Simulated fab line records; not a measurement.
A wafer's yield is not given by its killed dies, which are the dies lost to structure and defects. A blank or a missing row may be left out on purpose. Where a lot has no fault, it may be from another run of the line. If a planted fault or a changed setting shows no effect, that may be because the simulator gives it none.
fab line records	flow sky130
[record] lots = 24	wafers = 72	last_day = 50
route steps=708 shown LI_CONTACT@363 LOCAL_INTERCONNECT@398 CONTACT@424 METAL1@440
lots that met no fault: from a run of the same line without faults
start_h: hours from the record's first day to the start of the lot's first wafer shown	wait_h: hours elapsed since this lot's preceding step	" same as the row above	L1.1+2: a row that stands for several wafers	- either no value or no given start	* or withheld: withheld	< > ~ a bound
route shown NAME@n: NAME is a module with steps in the file, n the number in the route of the first one	usual: average and standard deviation across the fault-free wafers	same: alike in all rows	chamber/n: place in a boat	sites: per-site readings	_std_site: standard deviation across them	_edge_site: inner sites' mean taken away from outer sites' mean	radius_mm: how far each site lies from the wafer's centre	mask NAME#n: copy n	behind: tool/chamber where the wafer was last shaped	hold: why the lot went on hold/how many hours it stayed there/how the hold came to an end	device: whichever transistor did not switch (one of n, p or np)	end of line: the route-end tests of the same wafers	step lacking rows: just its recipe	killed: not the wafer's yield, but the dies lost to structure and defects at the first sort	map: shows each die of a wafer: x if killed, . if not, _ if none is there
set.NAME: setting as actually run; set.NAME@STEP: the setting as run at that earlier step	model.NAME: the simulator's own value behind a step, which no gauge read
route steps across a sampled set of lots; one table per step, one row per wafer
services: a tool's chamber out of use, with start hour (start_h, from the record's first day; less than 0 if before it), hours out, and reason
[[steps]]
[step SKY_LI_CONTACT_THK_MEAS_01]
[recipe] reads = PSG_of_LI_CONTACT_HDPCVD_00
[usual] LI_CONTACT_HDPCVD_THK = 929/9.9
lot.wafer	tool	chamber	start_h	wait_h	LI_CONTACT_HDPCVD_THK[nm]
L074.1	film_metro-04	-	645.69	0.1	929
L074.3	"	-	"	"	954
L074.6	"	-	"	"	945
L075.1	film_metro-04	-	648.90	0.1	934
L075.3	"	-	"	"	927
L075.6	"	-	"	"	945
L076.1	film_metro-01	-	666.65	0.1	948
L076.3	"	-	"	"	935
L076.4	"	-	"	"	942
L077.1	film_metro-04	-	680.19	0.1	940
L077.2	"	-	"	"	928
L077.5	"	-	"	"	928
L078.1	film_metro-02	-	682.55	0.1	922
L078.3	"	-	"	"	929
L078.6	"	-	"	"	918
L079.3	film_metro-02	-	696.06	0.1	924
L079.4	"	-	"	"	912
L079.5	"	-	"	"	926
L080.2	film_metro-02	-	703.95	0.1	928
L080.3	"	-	"	"	923
L080.4	"	-	"	"	920
L081.1	film_metro-01	-	720.54	0.1	932
L081.2	"	-	"	"	916
L081.6	"	-	"	"	921
L082.1	film_metro-02	-	720.80	0.1	928
L082.2	"	-	"	"	936
L082.3	"	-	"	"	930
L083.3	film_metro-04	-	727.99	0.1	920
L083.4	"	-	"	"	935
L083.5	"	-	"	"	925
L084.4	film_metro-01	-	735.67	0.0	937
L084.5	"	-	"	"	942
L084.6	"	-	"	"	923
L085.1	film_metro-02	-	747.94	0.1	936
L085.3	"	-	"	"	932
L085.6	"	-	"	"	934
L086.3	film_metro-02	-	761.47	0.1	919
L086.4	"	-	"	"	948
L086.6	"	-	"	"	922
L087.1	film_metro-02	-	762.05	0.1	919
L087.3	"	-	"	"	938
L087.6	"	-	"	"	929
L088.1	film_metro-02	-	777.75	0.1	935
L088.3	"	-	"	"	917
L088.4	"	-	"	"	931
L090.1	film_metro-01	-	782.10	0.1	927
L090.2	"	-	"	"	940
L090.3	"	-	"	"	928
L089.3	film_metro-02	-	783.24	0.1	947
L089.4	"	-	"	"	906
L089.5	"	-	"	"	933
L091.3	film_metro-02	-	786.59	0.1	921
L091.5	"	-	"	"	925
L091.6	"	-	"	"	917
L092.2	film_metro-01	-	796.48	0.1	919
L092.3	"	-	"	"	923
L092.4	"	-	"	"	917
L093.2	film_metro-01	-	801.41	0.1	924
L093.5	"	-	"	"	918
L093.6	"	-	"	"	932
L095.2	film_metro-01	-	812.90	0.1	933
L095.4	"	-	"	"	925
L095.5	"	-	"	"	940
L094.1	film_metro-01	-	820.72	0.1	925
L094.4	"	-	"	"	934
L094.5	"	-	"	"	923
L097.3	film_metro-04	-	826.89	0.1	928
L097.4	"	-	"	"	925
L097.6	"	-	"	"	914
L096.1	film_metro-04	-	827.79	0.1	924
L096.5	"	-	"	"	909
L096.6	"	-	"	"	926
[step SKY_LI_CONTACT_RS_MEAS_22]
[recipe] thk_meas_gauge = four-point-probe	reads = W_of_LI_CONTACT_CVD_21+TiN_of_LI_CONTACT_SPUTTER_20+Ti_of_LI_CONTACT_SPUTTER_19
[usual] LI_CONTACT_W_RS = 0.287/0.0032
lot.wafer	tool	chamber	start_h	wait_h	LI_CONTACT_W_RS[ohm/sq]
L074.1	film_metro-01	-	675.12	0.1	0.288
L074.3	"	-	"	"	0.283
L074.6	"	-	"	"	0.288
L075.1	film_metro-02	-	678.92	0.1	0.287
L075.3	"	-	"	"	0.289
L075.6	"	-	"	"	0.288
L076.1	film_metro-04	-	696.03	0.1	0.287
L076.3	"	-	"	"	0.292
L076.4	"	-	"	"	0.286
L077.1	film_metro-01	-	709.35	0.1	0.282
L077.2	"	-	"	"	0.288
L077.5	"	-	"	"	0.287
L078.1	film_metro-02	-	711.92	0.1	0.291
L078.3	"	-	"	"	0.291
L078.6	"	-	"	"	0.290
L079.3	film_metro-04	-	725.31	0.1	0.283
L079.4	"	-	"	"	0.283
L079.5	"	-	"	"	0.285
L080.2	film_metro-02	-	733.28	0.1	0.288
L080.3	"	-	"	"	0.286
L080.4	"	-	"	"	0.287
L081.1	film_metro-04	-	749.95	0.2	0.283
L081.2	"	-	"	"	0.286
L081.6	"	-	"	"	0.283
L082.1	film_metro-01	-	750.13	0.1	0.290
L082.2	"	-	"	"	0.287
L082.3	"	-	"	"	0.288
L083.3	film_metro-02	-	756.13	0.1	0.284
L083.4	"	-	"	"	0.284
L083.5	"	-	"	"	0.286
L084.4	film_metro-02	-	764.08	0.1	0.286
L084.5	"	-	"	"	0.288
L084.6	"	-	"	"	0.285
L085.1	film_metro-04	-	776.28	0.1	0.281
L085.3	"	-	"	"	0.279
L085.6	"	-	"	"	0.283
L086.3	film_metro-04	-	789.16	0.1	0.286
L086.4	"	-	"	"	0.287
L086.6	"	-	"	"	0.293
L087.1	film_metro-01	-	790.01	0.1	0.288
L087.3	"	-	"	"	0.286
L087.6	"	-	"	"	0.285
L088.1	film_metro-04	-	804.77	0.1	0.283
L088.3	"	-	"	"	0.282
L088.4	"	-	"	"	0.287
L090.1	film_metro-04	-	809.74	0.1	0.289
L090.2	"	-	"	"	0.283
L090.3	"	-	"	"	0.283
L089.3	film_metro-02	-	811.41	0.1	0.286
L089.4	"	-	"	"	0.282
L089.5	"	-	"	"	0.282
L091.3	film_metro-02	-	813.93	0.1	0.290
L091.5	"	-	"	"	0.287
L091.6	"	-	"	"	0.289
L092.2	film_metro-01	-	824.99	0.1	0.293
L092.3	"	-	"	"	0.290
L092.4	"	-	"	"	0.288
L093.2	film_metro-01	-	829.16	0.1	0.288
L093.5	"	-	"	"	0.292
L093.6	"	-	"	"	0.285
L095.2	film_metro-01	-	840.17	0.1	0.289
L095.4	"	-	"	"	0.290
L095.5	"	-	"	"	0.295
L094.1	film_metro-01	-	847.94	0.1	0.282
L094.4	"	-	"	"	0.281
L094.5	"	-	"	"	0.281
L097.3	film_metro-04	-	854.31	0.1	0.287
L097.4	"	-	"	"	0.289
L097.6	"	-	"	"	0.291
L096.1	film_metro-04	-	855.30	0.1	0.285
L096.5	"	-	"	"	0.290
L096.6	"	-	"	"	0.286
[step SKY_LI_CONTACT_CMP_24]
[recipe] stop_on = PSG	t_overpolish_s = 20	down_force_psi = 3.5	platen_rpm = 60	target_thk_nm = 0	pad_velocity_m_s = 0.94248
[usual] edge_zone_pressure_frac = 1.000/0.0052	motor_current_A = 10.6/1.3	overpolish_run_s = 20.001/0.0089	time_to_endpoint_s = 95/3.5
[same] t_overpolish_s = 20
lot.wafer	tool	chamber	start_h	wait_h	edge_zone_pressure_frac	motor_current_A	overpolish_run_s	time_to_endpoint_s
L074.3	cmp-02	1	675.30	0.0	1.004	10.4	20.009	98
L074.1	"	0	"	"	0.991	9.4	19.998	90
L074.6	"	1	"	"	1.005	10.1	20.014	100
L075.3	cmp-02	0	679.18	0.1	0.994	8.7	20.004	93
L075.1	"	1	"	"	1.002	10.4	20.016	101
L075.6	"	0	"	"	1.003	9.4	20.012	96
L076.1	cmp-02	3	696.21	0.1	1.004	11.6	20.012	94
L076.4	"	1	"	"	1.003	10.7	20.000	97
L076.3	"	2	"	"	0.998	11.7	19.984	90
L077.2	cmp-02	2	709.58	0.1	1.001	12.1	19.994	88
L077.1	"	0	"	"	1.003	9.3	20.020	94
L077.5	"	1	"	"	0.997	10.4	19.989	97
L078.1	cmp-02	0	712.10	0.1	1.006	9.2	20.008	95
L078.3	"	3	"	"	1.003	11.7	20.009	95
L078.6	"	0	"	"	1.002	9.4	19.996	96
L079.3	cmp-01	1	725.45	0.0	1.006	8.6	19.999	99
L079.4	"	3	"	"	1.002	10.6	20.015	94
L079.5	"	1	"	"	1.002	8.6	20.003	96
L080.4	cmp-01	3	733.44	0.0	0.996	11.0	19.976	89
L080.2	"	0	"	"	1.000	11.5	19.999	87
L080.3	"	1	"	"	0.986	8.9	20.010	90
L081.1	cmp-01	1	750.18	0.1	0.993	9.5	20.003	92
L081.2	"	2	"	"	0.999	9.4	20.001	93
L081.6	"	1	"	"	0.992	8.4	19.999	93
L082.2	cmp-01	3	750.48	0.2	0.989	10.1	20.002	91
L082.1	"	0	"	"	1.001	12.0	19.991	95
L082.3	"	1	"	"	1.000	8.7	20.008	96
L083.4	cmp-02	2	756.27	0.0	1.002	12.1	19.997	94
L083.3	"	0	"	"	1.004	9.6	20.007	101
L083.5	"	3	"	"	0.997	10.9	19.998	99
L084.4	cmp-02	0	764.51	0.3	1.007	9.4	19.993	94
L084.6	"	2	"	"	1.000	12.9	20.001	89
L084.5	"	3	"	"	1.018	11.3	20.001	94
L085.3	cmp-02	0	776.46	0.0	1.000	9.1	19.987	93
L085.1	"	2	"	"	1.000	12.6	19.992	96
L085.6	"	1	"	"	1.001	10.2	20.006	101
L086.3	cmp-02	1	789.30	0.0	1.000	10.6	19.998	98
L086.4	"	3	"	"	0.999	11.5	20.001	97
L086.6	"	2	"	"	1.005	13.1	20.003	91
L087.1	cmp-01	1	790.24	0.1	1.004	8.8	20.010	93
L087.3	"	2	"	"	0.995	9.4	19.999	99
L087.6	"	1	"	"	0.998	8.8	20.006	97
L088.4	cmp-01	3	805.00	0.1	0.997	10.7	20.018	94
L088.1	"	0	"	"	1.000	11.6	20.002	96
L088.3	"	1	"	"	1.001	9.4	20.004	95
L090.2	cmp-01	0	809.92	0.0	0.994	11.3	20.004	94
L090.3	"	1	"	"	1.002	8.8	19.987	98
L090.1	"	3	"	"	1.006	10.3	20.002	93
L089.3	cmp-02	0	811.60	0.1	0.992	9.3	19.997	97
L089.4	"	1	"	"	1.011	10.0	20.012	103
L089.5	"	3	"	"	1.002	11.7	20.014	96
L091.3	cmp-01	1	814.23	0.2	1.001	8.9	20.003	93
L091.6	"	2	"	"	1.011	9.6	20.003	95
L091.5	"	3	"	"	0.999	10.7	20.005	94
L092.4	cmp-02	2	825.15	0.0	1.007	12.5	19.986	99
L092.3	"	3	"	"	0.999	11.9	19.999	97
L092.2	"	1	"	"	0.999	10.2	19.988	100
L093.2	cmp-02	2	829.32	0.0	0.999	13.0	20.000	92
L093.5	"	2	"	"	0.999	13.1	19.996	87
L093.6	"	3	"	"	0.998	11.6	19.992	97
L095.2	cmp-02	2	840.43	0.1	1.005	12.6	20.002	89
L095.4	"	3	"	"	1.003	11.5	20.015	91
L095.5	"	0	"	"	1.004	9.5	20.009	93
L094.1	cmp-02	1	848.17	0.1	0.999	10.2	19.993	103
L094.4	"	3	"	"	0.995	12.0	19.998	99
L094.5	"	1	"	"	0.993	10.8	19.997	105
L097.3	cmp-01	2	854.50	0.1	1.010	9.6	20.002	97
L097.4	"	0	"	"	0.997	11.5	19.994	96
L097.6	"	2	"	"	1.015	9.3	19.996	98
L096.1	cmp-01	2	855.58	0.1	0.999	9.1	20.001	99
L096.6	"	0	"	"	0.994	11.4	19.997	97
L096.5	"	1	"	"	1.005	8.6	20.015	94
[step SKY_LOCAL_INTERCONNECT_CD_MEAS_11]
[recipe] target_cd_nm = 170
[usual] cd_nm = 170.2/1.8
lot.wafer	tool	chamber	start_h	wait_h	cd_nm
L074.1	cd_sem-02	-	704.63	-	171.2
L074.3	"	-	"	"	171.4
L074.6	"	-	"	"	170.1
L075.1	cd_sem-01	-	707.47	-	168.5
L075.3	"	-	"	"	169.3
L075.6	"	-	"	"	170.3
L076.1	cd_sem-02	-	725.12	-	170.8
L076.3	"	-	"	"	170.2
L076.4	"	-	"	"	170.3
L077.1	cd_sem-01	-	738.28	-	170.3
L077.2	"	-	"	"	171.3
L077.5	"	-	"	"	169.8
L078.1	cd_sem-02	-	740.07	-	171.8
L078.3	"	-	"	"	172.3
L078.6	"	-	"	"	170.9
L079.3	cd_sem-01	-	753.82	-	166.8
L079.4	"	-	"	"	168.5
L079.5	"	-	"	"	168.1
L080.2	cd_sem-02	-	761.44	-	173.4
L080.3	"	-	"	"	171.1
L080.4	"	-	"	"	171.8
L081.1	cd_sem-02	-	777.77	-	168.8
L081.2	"	-	"	"	167.6
L081.6	"	-	"	"	168.7
L082.1	cd_sem-02	-	778.12	-	167.9
L082.2	"	-	"	"	167.5
L082.3	"	-	"	"	167.9
L083.3	cd_sem-02	-	783.82	-	170.6
L083.4	"	-	"	"	171.2
L083.5	"	-	"	"	169.2
L084.4	cd_sem-02	-	791.59	-	170.0
L084.5	"	-	"	"	169.1
L084.6	"	-	"	"	170.0
L085.1	cd_sem-02	-	802.18	-	170.9
L085.3	"	-	"	"	169.8
L085.6	"	-	"	"	171.1
L086.3	cd_sem-01	-	816.11	-	171.7
L086.4	"	-	"	"	172.2
L086.6	"	-	"	"	172.1
L087.1	cd_sem-01	-	816.72	-	168.8
L087.3	"	-	"	"	168.1
L087.6	"	-	"	"	166.1
L088.1	cd_sem-01	-	831.72	-	172.5
L088.3	"	-	"	"	173.2
L088.4	"	-	"	"	173.2
L090.1	cd_sem-02	-	836.43	-	170.1
L090.2	"	-	"	"	170.8
L090.3	"	-	"	"	171.5
L089.3	cd_sem-01	-	838.27	-	167.8
L089.4	"	-	"	"	168.3
L089.5	"	-	"	"	168.0
L091.3	cd_sem-02	-	840.11	-	171.8
L091.5	"	-	"	"	171.4
L091.6	"	-	"	"	172.7
L092.2	cd_sem-02	-	852.15	-	170.0
L092.3	"	-	"	"	170.2
L092.4	"	-	"	"	171.2
L093.2	cd_sem-01	-	855.99	-	171.1
L093.5	"	-	"	"	173.7
L093.6	"	-	"	"	173.3
L095.2	cd_sem-02	-	866.55	-	171.0
L095.4	"	-	"	"	170.7
L095.5	"	-	"	"	171.2
L094.1	cd_sem-01	-	873.97	-	172.2
L094.4	"	-	"	"	172.5
L094.5	"	-	"	"	172.6
L097.3	cd_sem-01	-	880.97	-	168.0
L097.4	"	-	"	"	166.2
L097.6	"	-	"	"	168.6
L096.1	cd_sem-01	-	882.02	-	170.1
L096.5	"	-	"	"	168.6
L096.6	"	-	"	"	171.0
[step SKY_CONTACT_ETCH_18]
[recipe] target = Si3N4	chemistry = CHF3/O2	stop_on = TiN	source_w = 600	bias_w = 200	pressure_mtorr = 40	chf3_flow_sccm = 50	O2_flow_sccm = 5	time_s = 39	target_depth_a = 750
[usual] drypump_motor_current_A = 5.6/0.54	oes_product_au = 0.855/0.0082	throttle_valve_pct = 8.795/0.0087
lot.wafer	tool	chamber	start_h	wait_h	drypump_motor_current_A	oes_product_au	rf_hours_counter_h	throttle_valve_pct
L074.1	rie_diel-03	2	-	-	5.1	0.855	15	8.797
L074.3	"	0	"	"	5.5	0.865	16	8.780
L074.6	"	1	"	"	4.9	0.868	-	8.787
L075.1	rie_diel-01	1	-	-	6.1	0.866	0	8.799
L075.3	"	3	"	"	6.1	0.856	30	8.781
L075.6	"	2	"	"	6.3	0.858	-	8.794
L076.1	rie_diel-01	1	-	-	6.1	0.855	1	8.788
L076.3	"	2	"	"	6.3	0.844	8	8.809
L076.4	"	1	"	"	6.1	0.863	-	8.809
L077.1	rie_diel-03	2	-	-	5.1	0.850	16	8.795
L077.2	"	3	"	"	6.1	0.848	17	8.799
L077.5	"	0	"	"	5.5	0.852	-	8.794
L078.1	rie_diel-03	2	-	-	5.1	0.861	16	8.806
L078.3	"	1	"	"	4.9	0.851	17	8.806
L078.6	"	0	"	"	5.5	0.878	-	8.805
L079.3	rie_diel-03	3	-	-	6.1	0.859	18	8.796
L079.4	"	1	"	"	4.9	0.870	17	8.790
L079.5	"	3	"	"	6.1	0.851	-	8.788
L080.2	rie_diel-02	3	-	-	5.2	0.850	15	8.786
L080.3	"	0	"	"	5.0	0.853	1	8.788
L080.4	"	1	"	"	6.5	0.864	14	8.795
L081.1	rie_diel-01	1	-	-	6.1	0.845	3	8.791
L081.2	"	0	"	"	6.0	0.851	11	8.795
L081.6	"	0	"	"	6.0	0.857	-	8.811
L082.1	rie_diel-02	0	-	-	5.0	0.856	2	8.805
L082.2	"	3	"	"	5.2	0.838	15	8.809
L082.3	"	2	"	"	5.5	0.834	23	8.795
L083.3	rie_diel-03	0	-	-	5.5	0.857	18	8.769
L083.4	"	2	"	"	5.1	0.859	17	8.805
L083.5	"	2	"	"	5.1	0.873	-	8.809
L084.4	rie_diel-03	2	-	-	5.1	0.864	17	8.792
L084.5	"	1	"	"	4.9	0.860	-	8.799
L084.6	"	2	"	"	5.2	0.862	-	8.797
L085.1	rie_diel-03	2	-	-	5.1	0.848	18	8.796
L085.3	"	0	"	"	5.5	0.852	18	8.801
L085.6	"	2	"	"	5.1	0.848	-	8.799
L086.3	rie_diel-01	0	-	-	6.0	0.847	12	8.795
L086.4	"	2	"	"	6.3	0.854	-	8.797
L086.6	"	0	"	"	6.0	0.858	-	8.795
L087.1	rie_diel-03	1	-	-	4.9	0.861	19	8.789
L087.3	"	2	"	"	5.1	0.849	19	8.797
L087.6	"	2	"	"	5.1	0.855	-	8.789
L088.1	rie_diel-03	3	-	-	6.1	0.855	20	8.785
L088.3	"	1	"	"	4.9	0.850	20	8.792
L088.4	"	2	"	"	5.2	0.860	19	8.802
L090.1	rie_diel-02	2	-	-	5.4	0.843	24	8.782
L090.2	"	0	"	"	5.0	0.856	3	8.797
L090.3	"	3	"	"	5.2	0.855	17	8.797
L089.3	rie_diel-02	1	-	-	6.5	0.854	16	8.796
L089.4	"	2	"	"	5.5	0.860	-	8.788
L089.5	"	1	"	"	6.6	0.854	-	8.788
L091.3	rie_diel-03	1	-	-	4.9	0.854	21	8.796
L091.5	"	2	"	"	5.2	0.849	-	8.786
L091.6	"	1	"	"	4.9	0.856	-	8.800
L092.2	rie_diel-01	2	-	-	6.3	0.843	12	8.796
L092.3	"	0	"	"	6.0	0.855	14	8.790
L092.4	"	1	"	"	6.1	0.847	6	8.796
L093.2	rie_diel-03	2	-	-	5.1	0.851	20	8.801
L093.5	"	3	"	"	6.1	0.867	-	8.782
L093.6	"	2	"	"	5.1	0.868	-	8.780
L095.2	rie_diel-02	0	-	-	5.0	0.841	5	8.774
L095.4	"	2	"	"	5.5	0.852	25	8.774
L095.5	"	2	"	"	5.5	0.858	-	8.809
L094.1	rie_diel-02	3	-	-	5.2	0.858	18	8.800
L094.4	"	0	"	"	5.0	0.859	5	8.802
L094.5	"	2	"	"	5.5	0.850	-	8.809
L097.3	rie_diel-01	2	-	-	6.3	0.850	13	8.786
L097.4	"	0	"	"	5.9	0.864	15	8.805
L097.6	"	3	"	"	6.1	0.857	-	8.793
L096.1	rie_diel-03	3	-	-	6.2	0.854	21	8.801
L096.5	"	0	"	"	5.5	0.868	-	8.794
L096.6	"	3	"	"	6.2	0.855	-	8.811
[step SKY_METAL1_THK_MEAS_06]
[recipe] thk_meas_gauge = xrf	reads = AlCu_of_METAL1_SPUTTER_02
[usual] METAL1_ALCU_THK = 252.4/2.2
lot.wafer	tool	chamber	start_h	wait_h	METAL1_ALCU_THK[nm]
L074.1	film_metro-04	-	735.82	0.1	248.0
L074.3	"	-	"	"	251.7
L074.6	"	-	"	"	251.4
L075.1	film_metro-01	-	739.31	0.1	255.5
L075.3	"	-	"	"	254.5
L075.6	"	-	"	"	252.4
L076.1	film_metro-01	-	756.00	0.1	253.3
L076.3	"	-	"	"	250.8
L076.4	"	-	"	"	250.1
L077.1	film_metro-04	-	768.82	0.1	253.6
L077.2	"	-	"	"	248.9
L077.5	"	-	"	"	249.4
L078.1	film_metro-01	-	770.98	0.1	249.6
L078.3	"	-	"	"	253.5
L078.6	"	-	"	"	250.8
L079.3	film_metro-03	-	784.00	0.1	250.7
L079.4	"	-	"	"	250.5
L079.5	"	-	"	"	253.4
L080.2	film_metro-04	-	791.62	0.1	251.5
L080.3	"	-	"	"	250.5
L080.4	"	-	"	"	253.1
L081.1	film_metro-03	-	806.64	0.1	250.9
L081.2	"	-	"	"	250.9
L081.6	"	-	"	"	251.2
L082.1	film_metro-01	-	808.19	0.1	249.9
L082.2	"	-	"	"	254.9
L082.3	"	-	"	"	255.9
L083.3	film_metro-01	-	813.94	0.1	249.0
L083.4	"	-	"	"	249.3
L083.5	"	-	"	"	251.1
L084.4	film_metro-03	-	821.32	0.1	252.4
L084.5	"	-	"	"	251.8
L084.6	"	-	"	"	252.1
L085.1	film_metro-03	-	831.06	0.1	252.4
L085.3	"	-	"	"	253.1
L085.6	"	-	"	"	254.2
L086.3	film_metro-04	-	845.68	0.1	258.1
L086.4	"	-	"	"	257.3
L086.6	"	-	"	"	254.9
L087.1	film_metro-01	-	846.31	0.1	253.2
L087.3	"	-	"	"	256.3
L087.6	"	-	"	"	255.2
L088.1	film_metro-01	-	860.90	0.1	254.2
L088.3	"	-	"	"	259.1
L088.4	"	-	"	"	256.9
L090.1	film_metro-01	-	865.46	0.1	256.2
L090.2	"	-	"	"	253.4
L090.3	"	-	"	"	254.1
L089.3	film_metro-03	-	867.51	0.1	248.3
L089.4	"	-	"	"	249.0
L089.5	"	-	"	"	250.5
L091.3	film_metro-03	-	869.50	0.1	249.2
L091.5	"	-	"	"	252.0
L091.6	"	-	"	"	252.5
L092.2	film_metro-01	-	881.00	0.1	253.2
L092.3	"	-	"	"	251.1
L092.4	"	-	"	"	254.9
L093.2	film_metro-03	-	885.44	0.1	252.7
L093.5	"	-	"	"	251.6
L093.6	"	-	"	"	250.0
L095.2	film_metro-01	-	894.94	0.1	255.1
L095.4	"	-	"	"	253.2
L095.5	"	-	"	"	251.2
L094.1	film_metro-04	-	902.86	0.1	252.8
L094.4	"	-	"	"	252.6
L094.5	"	-	"	"	251.3
L097.3	film_metro-01	-	910.33	0.1	247.3
L097.4	"	-	"	"	252.2
L097.6	"	-	"	"	249.9
L096.1	film_metro-01	-	911.32	0.1	253.5
L096.5	"	-	"	"	257.1
L096.6	"	-	"	"	249.7
[[services]]
tool	chamber	start_h	hours	kind
rie_diel-02	2	656.49	2.8	repair
cmp-01	-	662.92	0.3	repair
rie_diel-03	1	664.67	5.5	repair
cmp-02	-	669.94	4.4	pm
rie_diel-03	-	673.96	0.4	repair
rie_diel-02	1	681.10	2.6	repair
rie_diel-02	2	688.56	6.0	repair
cmp-02	-	691.95	0.4	repair
rie_diel-01	0	715.21	4.3	repair
rie_diel-01	-	717.78	0.1	repair
cmp-02	-	722.96	15.3	repair
cmp-02	-	738.29	6.2	pm
rie_diel-01	-	739.25	0.5	repair
rie_diel-03	0	743.29	3.9	repair
cmp-02	-	748.54	4.0	pm
cmp-02	-	759.53	2.6	repair
cmp-01	-	762.41	21.0	pm
cmp-01	-	792.25	5.1	pm
cmp-01	-	798.81	1.1	repair
rie_diel-03	3	830.92	19.2	repair
rie_diel-03	2	848.33	6.5	repair
cmp-01	-	848.83	0.5	repair
cmp-01	-	871.80	1.1	repair
cmp-01	-	898.04	2.2	repair
[[key]]
fault none
